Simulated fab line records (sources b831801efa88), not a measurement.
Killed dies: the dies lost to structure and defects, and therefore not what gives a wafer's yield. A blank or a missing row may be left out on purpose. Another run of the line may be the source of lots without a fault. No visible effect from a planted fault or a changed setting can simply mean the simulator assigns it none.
2 desks looking at one fault + flow gf180mcu + only its own numbers are on each desk; what lay behind them is given at the end

## AT THE TOOL OWNER'S DESK: lithoTrack-01
The tool's own readings at GF_MIM_COAT_14 (resist thk 1000 nm): means of the sampled wafers that have a number, for each lot that ran on this tool. Any lot whose mean is over 4 standard deviations away from the usual mean is out of limits and marked OUT; that distance is given in the brackets.
Columns: A = spinSpeedRpm at GF_MIM_COAT_14, usual 3000.0 rpm
| lot  | first seen here | A      |
|------|-----------------|--------|
| L475 | day 26 07:56    | 3000.5 |
| L477 | day 26 10:38    | 3000.9 |
| L479 | day 26 23:08    | 2999.2 |
| L482 | day 27 22:11    | 3001.6 |
| L488 | day 29 16:35    | 2999.4 |
| L491 | day 30 11:32    | 3002.6 |
This desk's verdict: no lot among the 6 shows anything out of limits.

## AT THE METROLOGY DESK
Lot by lot, what the gauges showed, no matter which tool ran the lot: averages of those sampled wafers that carry a number. Any lot whose mean is over 4 standard deviations away from the usual mean is out of limits and marked OUT; that distance is given in the brackets.
Columns: A = MIM_CVD_05_THK at GF_MIM_THK_MEAS_06, usual 42.1 nm
| lot  | first seen here | A    |
|------|-----------------|------|
| L473 | day 25 04:00    | 41.9 |
| L474 | day 25 16:52    | 42.3 |
| L475 | day 25 21:58    | 42.7 |
| L477 | day 26 00:09    | 42.1 |
| L479 | day 26 13:40    | 41.8 |
| L478 | day 26 17:04    | 42.4 |
| L482 | day 27 12:30    | 43.1 |
| L488 | day 29 07:08    | 41.7 |
| L491 | day 30 02:15    | 42.9 |
| L494 | day 30 17:20    | 41.7 |
| L495 | day 31 00:49    | 41.9 |
| L496 | day 31 03:43    | 42.2 |
This desk's verdict: no lot among the 12 shows anything out of limits.

## BROUGHT TOGETHER
The tool owner's desk saw nothing out of limits.
Nothing out of limits was seen by the metrology desk.

## WHAT WAS PUT IN BY THE SIMULATOR
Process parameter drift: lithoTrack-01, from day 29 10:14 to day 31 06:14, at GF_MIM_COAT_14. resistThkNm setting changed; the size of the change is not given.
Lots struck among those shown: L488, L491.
